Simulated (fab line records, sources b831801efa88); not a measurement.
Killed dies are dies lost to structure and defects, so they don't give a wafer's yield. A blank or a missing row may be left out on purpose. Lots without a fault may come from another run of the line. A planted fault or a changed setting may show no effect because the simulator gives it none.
A struck lot beside a sound one | flow gf180mcu | 14 steps out of a route of 602
Sound: wafers L263.1, L263.4, L263.5. Struck: wafers L269.2, L269.3, L269.5. The cause comes at the end.
At each step with rows: each side's tool, then ch and its chambers, then its first start. Under that, the readings that differ: sound wafers | struck wafers | difference of the means | sigmas: that difference in standard deviations of wafers without a fault.
alike: readings whose means differ by less than 2 such deviations, and words and numbers that are the same on both sides. not compared: withheld readings, readings that some wafer has no value for, bounds like >300 that may hide the same value, and numbers for which the record gives no deviation and whose values overlap.
The two part at a step that has a row with sigmas, a row that says differs or no value, or rows on one side only. Numbers that don't overlap but have no deviation are shown without sigmas and don't part them. A reading that every wafer of one side lacks parts them only if that side has two wafers or more.

first, 2 steps without rows for these wafers: GF_VT_IMPLANT_PEB_05; GF_VT_IMPLANT_DEVELOP_06 (develop time 60 s).
GF_VT_IMPLANT_OVL_MEAS_07:
  sound on overlay-01, day 7 17:56; struck on overlay-02, day 9 06:47
  alike: VT_IMPLANT_OVL
then, 1 step without rows for these wafers: GF_VT_IMPLANT_IMPLANT_08.
GF_VT_IMPLANT_STRIP_09: strips in O2/N2.
  sound on plasma_asher-03 ch 0,1, day 7 18:08; struck on plasma_asher-04 ch 0, day 9 06:58
  reading                     | sound          | struck         | difference | sigmas
  drypump_motor_current_A (A) | 5.56 5.56 5.57 | 4.94 4.96 4.93 | -0.62      | -2
  alike: heater_power_w, n2_flow_sccm, oes_product_au, strip_time_to_endpoint_s
  not compared: rf_hours_counter_h
GF_VT_IMPLANT_TW_MEAS_10:
  sound on film_metro-01, day 7 18:14; struck on film_metro-03, day 9 07:04
  alike: VT_IMPLANT_TW
then, 6 steps without rows for these wafers: GF_VT_IMPLANT_DEHYDRATE_11 (time 60 s); GF_VT_IMPLANT_HMDS_12 (prime time 60 s); GF_VT_IMPLANT_COAT_13 (resist thk 1000 nm); GF_VT_IMPLANT_SOFTBAKE_14 (time 60 s); GF_VT_IMPLANT_EXPOSE_15 (exposes mask Nwell LV AREA, target cd 860 nm); GF_VT_IMPLANT_PEB_16.
GF_VT_IMPLANT_DEVELOP_17: develop time 60 s.
  sound on litho_track-04 ch 0, day 8 10:14; struck on litho_track-04, day 9 23:58
  no value came back on the struck wafers for chill_plate_temp_C (C), develop_time_s (s); on the sound wafers chill_plate_temp_C (C) reads 23.05 23.13 23.07
GF_VT_IMPLANT_OVL_MEAS_18:
  sound on overlay-02, day 8 10:23; struck on overlay-01, day 10 00:06
  reading                | sound          | struck | difference                    | sigmas
  VT_IMPLANT_01_OVL (nm) | -0.7 -0.6 -0.7 | - - -  | no value on the struck wafers |

WHERE THEY PART
First at GF_VT_IMPLANT_STRIP_09; last, within this record, at GF_VT_IMPLANT_OVL_MEAS_18.

WHY: what the simulator had put in
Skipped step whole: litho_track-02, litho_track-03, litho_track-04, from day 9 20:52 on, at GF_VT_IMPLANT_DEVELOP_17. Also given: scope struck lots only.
